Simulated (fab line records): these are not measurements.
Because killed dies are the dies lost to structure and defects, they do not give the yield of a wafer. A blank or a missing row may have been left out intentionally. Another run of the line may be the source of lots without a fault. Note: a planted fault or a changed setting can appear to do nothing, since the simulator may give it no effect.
What tool caused it?    flow sky130    Sampling: 6 lots, 18 wafers, 3 of 708 route steps

WHAT EACH GAUGE READ, for each wafer
SKY_LDD_P_OVL_MEAS_08.
lot   measured      on          LDD_P_OVL (nm)
L152  day 20 00:07  overlay-02  0.2 -0.9 0.3
L154  day 20 22:44  overlay-02  -0.3 0.1 -1.5
L157  day 22 04:54  overlay-02  -0.6 0.1 -0.1
L159  day 22 10:53  overlay-02  -0.3 -1.1 -1.4
L161  day 23 03:19  overlay-01  114.1 113.1 114.1 114.5 113.2 115.0
L169  day 26 03:06  overlay-02  0.1 0.1 1.2

EACH LOT AND THE TOOL THAT RAN IT (in order: tool; ch and the chambers of the sampled wafers; start)
lot   SKY_SONOS_ONO_STRIP_17                SKY_LDD_P_EXPOSE_04
L152  plasma_asher-04 ch 0,1, day 13 16:50  iline_stepper-02 ch 0, day 19 09:19
L154  plasma_asher-01 ch 0, day 14 06:23    iline_stepper-01 ch 0, day 20 05:17
L157  plasma_asher-04 ch 1, day 15 10:32    iline_stepper-01 ch 0, day 21 13:13
L159  plasma_asher-03 ch 1, day 15 15:34    iline_stepper-02 ch 0, day 21 20:02
L161  plasma_asher-01 ch 0,1, day 16 09:16  iline_stepper-02 ch 0, day 22 11:49
L169  plasma_asher-03 ch 0,1, day 19 10:04  iline_stepper-01 ch 0, day 25 12:50
- SKY_SONOS_ONO_STRIP_17: strips in O2/N2.
- SKY_LDD_P_EXPOSE_04: exposes mask PSDM, target cd 380 nm.

THE ANSWER, worked out from the rows above alone
Rule: what is usual is taken from the lots themselves. Put in order of their means at a reading, lots are off if they are a third of the lots or fewer, leave a main group of 4 or more, and stand apart from it by a gap of 3 or more times the standard deviation of the main group's means; of several such gaps the widest counts. The tables above print the reading to a certain number of digits; a main group whose means all agree to those digits is not used. A lot without any number at a reading at which 4 lots or more have one is off too. Where the step has rows for the other lots, those lots are counted as sound.
Off: L161, seen at SKY_LDD_P_OVL_MEAS_08 (LDD_P_OVL). Main group: mean -0.3 nm, sd 0.47.
A tool fits if, at a process step before that reading, it ran every lot that is off, and no sound lot after the first of them. Gauges at SKY_LDD_P_OVL_MEAS_08: tried the same way as those tools. Can't be told from this: 3 tools fit, plasma_asher-01 at SKY_SONOS_ONO_STRIP_17, iline_stepper-02 at SKY_LDD_P_EXPOSE_04, overlay-01 at SKY_LDD_P_OVL_MEAS_08.

WHAT THE SIMULATOR HAD INSERTED
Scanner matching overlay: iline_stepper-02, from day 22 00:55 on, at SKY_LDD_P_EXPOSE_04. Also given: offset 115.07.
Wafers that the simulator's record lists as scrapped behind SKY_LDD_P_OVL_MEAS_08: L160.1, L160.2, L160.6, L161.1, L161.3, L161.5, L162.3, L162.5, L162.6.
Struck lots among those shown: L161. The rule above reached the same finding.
